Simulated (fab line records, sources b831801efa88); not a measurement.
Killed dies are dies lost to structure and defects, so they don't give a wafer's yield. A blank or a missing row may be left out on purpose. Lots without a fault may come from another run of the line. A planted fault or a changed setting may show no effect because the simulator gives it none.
Chamber matching | flow gf180mcu | GF_V5_ETCH_16 on rie_diel-04: 4 sister chambers
The step etches BARC in N2/H2. 4 wafers are shown with their chamber, then 9 later ones without.

WAFERS WITH THEIR CHAMBER
wafer  | chamber | drypump_motor_current_A (A)
L086.1 | 0       | 5.2
L086.3 | 3       | 6.4
L088.2 | 2       | 5.9
L088.5 | 1       | 6.5

WAFERS WITHOUT THEIR CHAMBER
wafer  | drypump_motor_current_A (A)
L092.3 | 6.5
L092.5 | 6.4
L092.6 | 5.3
L096.1 | 6.5
L096.3 | 6.4
L096.5 | 6.5
L097.2 | 6.4
L097.3 | 6.5
L097.5 | 5.3

WHICH CHAMBER EACH WENT THROUGH
wafer  | from the rows above | in truth
L092.3 | 1                   | 1
L092.5 | 3                   | 3
L092.6 | 0                   | 0
L096.1 | 1                   | 1
L096.3 | 3                   | 3
L096.5 | 1                   | 1
L097.2 | 3                   | 3
L097.3 | 1                   | 1
L097.5 | 0                   | 0
Placed correctly: 9 of 9. Can't be placed from these rows: 0. Placed wrongly: 0.
How it was worked out, from the rows above alone: a wafer's distance from a chamber is the root of the sum, over the readings, of the square of ((its reading less the chamber's mean) divided by the reading's scatter). The wafer belongs to the nearest chamber; if the next one is less than 2 further off, it can't be placed. A chamber's mean is the mean of its shown wafers. The scatter: with one shown wafer a chamber, the root of the mean of the squares of how far each hidden wafer lies from its nearest shown one.
